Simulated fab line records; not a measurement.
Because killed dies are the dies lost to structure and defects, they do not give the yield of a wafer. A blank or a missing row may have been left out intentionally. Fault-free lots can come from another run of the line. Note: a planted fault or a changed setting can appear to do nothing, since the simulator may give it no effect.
Which tool is to blame?	flow gf180mcu	Sampling: 11 lots, 33 wafers, 6 of 602 route steps

## WHAT EACH GAUGE READ, for each wafer
GF_HV_LDD_OVL_MEAS_08.
lot	measured	on	HV_LDD_OVL (nm)
L459	day 10 02:05	overlay-01	-0.1 0.7 0.0
L461	day 10 16:53	overlay-02	-1.9 0.9 1.0
L464	day 11 16:31	overlay-01	2.6 2.2 -1.4
L467	day 12 13:38	overlay-02	0.2 -2.5 -0.4
L468	day 12 17:11	overlay-02	-0.2 0.1 2.0
L469	day 13 04:40	overlay-01	0.2 -0.9 0.6
L474	day 14 20:58	overlay-01	0.4 -0.8 -0.6
L478	day 16 02:56	overlay-02	-1.4 0.8 0.5
L479	day 16 07:44	overlay-02	0.0 -0.2 -0.7
L480	day 16 12:25	overlay-02	1.4 2.9 3.0
L481	day 16 22:49	overlay-02	0.5 -0.6 2.0

GF_HV_LDD_CD_MEAS_46: the cd target is 400 nm.
lot	measured	on	cd_nm (nm)
L459	day 12 09:51	cd_sem-02	398.7 397.3 398.0
L461	day 13 01:52	cd_sem-02	398.8 398.7 398.9
L464	day 14 03:40	cd_sem-01	399.7 400.0 401.5
L467	day 15 03:16	cd_sem-02	396.4 397.3 398.4
L468	day 15 06:04	cd_sem-01	399.2 401.0 399.9
L469	day 15 17:52	cd_sem-02	401.2 400.0 401.6
L474	day 17 15:55	cd_sem-01	403.5 402.8 399.0
L478	day 19 02:23	cd_sem-01	401.9 400.6 399.5
L479	day 19 05:41	cd_sem-01	402.0 400.5 401.1
L480	day 19 12:10	cd_sem-01	399.7 403.8 400.7
L481	day 20 00:11	cd_sem-01	397.1 397.3 397.8

GF_HV_LDD_TW_MEAS_50.
lot	measured	on	HV_LDD_4_TW
L459	day 12 10:15	film_metro-02	569 564 568
L461	day 13 02:17	film_metro-01	569 573 571
L464	day 14 04:04	film_metro-01	575 575 573
L467	day 15 03:41	film_metro-02	572 573 566
L468	day 15 06:28	film_metro-01	30 30 30
L469	day 15 18:16	film_metro-04	30 30 31
L474	day 17 16:19	film_metro-02	567 575 570
L478	day 19 02:46	film_metro-02	573 574 574
L479	day 19 06:06	film_metro-01	566 565 570
L480	day 19 12:34	film_metro-04	578 580 580
L481	day 20 00:35	film_metro-01	575 577 576

## EACH LOT AND THE TOOL THAT RAN IT (in order: tool; ch and the chambers of the sampled wafers; start)
lot	GF_HV_LDD_STRIP_22	GF_HV_LDD_STRIP_37	GF_HV_LDD_STRIP_49
L459	plasma_asher-04 ch 0, day 10 20:00	plasma_asher-03 ch 0,1, day 11 14:52	plasma_asher-02 ch 0,1, day 12 10:09
L461	plasma_asher-04 ch 0,1, day 11 11:15	plasma_asher-02 ch 0,1, day 12 06:39	plasma_asher-02 ch 0,1, day 13 02:11
L464	plasma_asher-02 ch 0,1, day 12 12:02	plasma_asher-02 ch 0,1, day 13 07:59	plasma_asher-02 ch 1, day 14 03:57
L467	plasma_asher-04 ch 0, day 13 10:43	plasma_asher-04 ch 0,1, day 14 06:18	plasma_asher-02 ch 0,1, day 15 03:35
L468	plasma_asher-02 ch 0,1, day 13 13:29	plasma_asher-04 ch 0,1, day 14 09:18	plasma_asher-03 ch 0,1, day 15 06:22
L469	plasma_asher-03 ch 0,1, day 14 00:50	plasma_asher-02 ch 0,1, day 14 20:59	plasma_asher-04 ch 0,1, day 15 18:09
L474	plasma_asher-03 ch 0,1, day 15 18:17	plasma_asher-04 ch 0,1, day 16 17:33	plasma_asher-04 ch 0,1, day 17 16:13
L478	plasma_asher-03 ch 0, day 17 01:32	plasma_asher-02 ch 0,1, day 18 02:05	plasma_asher-02 ch 0,1, day 19 02:40
L479	plasma_asher-02 ch 0,1, day 17 05:54	plasma_asher-02 ch 0,1, day 18 05:47	plasma_asher-04 ch 0,1, day 19 06:00
L480	plasma_asher-02 ch 0,1, day 17 11:04	plasma_asher-04 ch 0,1, day 18 11:43	plasma_asher-02 ch 0,1, day 19 12:28
L481	plasma_asher-02 ch 1, day 17 22:23	plasma_asher-04 ch 1, day 18 23:16	plasma_asher-02 ch 0,1, day 20 00:29
- GF_HV_LDD_STRIP_22: strips in O2/N2.
- GF_HV_LDD_STRIP_37: strips in O2/N2.
- GF_HV_LDD_STRIP_49: strips in O2/N2.

## WHAT THE TOOLS THEMSELVES READ (means of the sampled wafers that have a number; where no wafer has one, the mark that the record gives instead)
GF_HV_LDD_STRIP_22.
lot	tool	chamber_pressure_mTorr (mTorr)	drypump_motor_current_A (A)	heater_power_w (W)	oes_product_au (a.u.)	strip_time_to_endpoint_s (s)
L459	plasma_asher-04	1498.7	5.4	308	0.716	12.60
L461	plasma_asher-04	1500.0	5.3	303	0.716	12.66
L464	plasma_asher-02	1499.0	6.0	339	0.711	12.68
L467	plasma_asher-04	1500.0	5.4	307	0.715	12.60
L468	plasma_asher-02	1500.1	6.0	330	0.717	12.63
L469	plasma_asher-03	1499.1	6.3	347	0.720	12.68
L474	plasma_asher-03	1502.3	5.8	327	0.716	12.65
L478	plasma_asher-03	1501.5	5.5	304	0.719	12.67
L479	plasma_asher-02	1500.5	5.9	327	0.720	12.67
L480	plasma_asher-02	1500.2	5.9	327	0.718	12.64
L481	plasma_asher-02	1498.9	5.9	316	0.717	12.65

GF_HV_LDD_STRIP_37.
lot	tool	chamber_pressure_mTorr (mTorr)	drypump_motor_current_A (A)	heater_power_w (W)	oes_product_au (a.u.)	strip_time_to_endpoint_s (s)
L459	plasma_asher-03	1500.4	6.3	339	0.714	12.68
L461	plasma_asher-02	1499.9	5.9	325	0.717	12.68
L464	plasma_asher-02	1498.5	5.9	324	0.718	12.68
L467	plasma_asher-04	1499.9	5.3	300	0.720	12.67
L468	plasma_asher-04	-	-	-	-	-
L469	plasma_asher-02	-	-	-	-	-
L474	plasma_asher-04	1499.9	5.2	297	0.712	12.64
L478	plasma_asher-02	1499.1	6.0	332	0.719	12.63
L479	plasma_asher-02	1500.4	5.9	322	0.718	12.63
L480	plasma_asher-04	1500.8	5.2	294	0.715	12.65
L481	plasma_asher-04	1500.3	5.1	286	0.717	12.64

GF_HV_LDD_STRIP_49.
lot	tool	chamber_pressure_mTorr (mTorr)	drypump_motor_current_A (A)	heater_power_w (W)	oes_product_au (a.u.)	strip_time_to_endpoint_s (s)
L459	plasma_asher-02	1500.0	5.9	329	0.717	12.65
L461	plasma_asher-02	1500.4	5.9	327	0.715	12.64
L464	plasma_asher-02	1499.1	5.9	318	0.715	12.67
L467	plasma_asher-02	1498.7	6.0	336	0.716	12.68
L468	plasma_asher-03	1499.3	6.3	349	0.720	27.72
L469	plasma_asher-04	1499.8	5.2	296	0.715	27.70
L474	plasma_asher-04	1498.9	5.3	301	0.715	12.60
L478	plasma_asher-02	1498.9	6.0	333	0.716	12.66
L479	plasma_asher-04	1499.2	5.2	292	0.713	12.64
L480	plasma_asher-02	1499.8	6.0	335	0.715	12.64
L481	plasma_asher-02	1500.8	5.9	331	0.718	12.68

## THE ANSWER, worked out from the rows above alone
Rule: the lots themselves supply what counts as usual. Put in order of their means at a reading, lots are off if they are a third of the lots or fewer, leave a main group of 4 or more, and stand apart from it by a gap of 3 or more times the standard deviation of the main group's means; of several such gaps the widest counts. The tables above print the reading to a certain number of digits; a main group whose means all agree to those digits is not used. Also off: a lot with no number at a reading for which 4 or more lots have one. The other lots that the step has rows for count as sound. First the gauges in route order, then the tools' own readings, where a lot's mean is used as printed above. The first step at which some lot is off is used, and at that step the reading that is off furthest; a lot without a number counts as furthest.
Off: L468, L469, at GF_HV_LDD_TW_MEAS_50 (HV_LDD_4_TW). The main group has a mean of 572 with a standard deviation of 3.8.
If a tool, at a process step before that reading, ran all the lots that are off and no sound lot after the first of them, it fits. The gauges at GF_HV_LDD_TW_MEAS_50 aren't tried: what is off there is off at GF_HV_LDD_STRIP_37 too, on other tools, and a gauge's error can't cause that. Not one of the candidates tried fits.

## WHAT THE SIMULATOR HAD INSERTED
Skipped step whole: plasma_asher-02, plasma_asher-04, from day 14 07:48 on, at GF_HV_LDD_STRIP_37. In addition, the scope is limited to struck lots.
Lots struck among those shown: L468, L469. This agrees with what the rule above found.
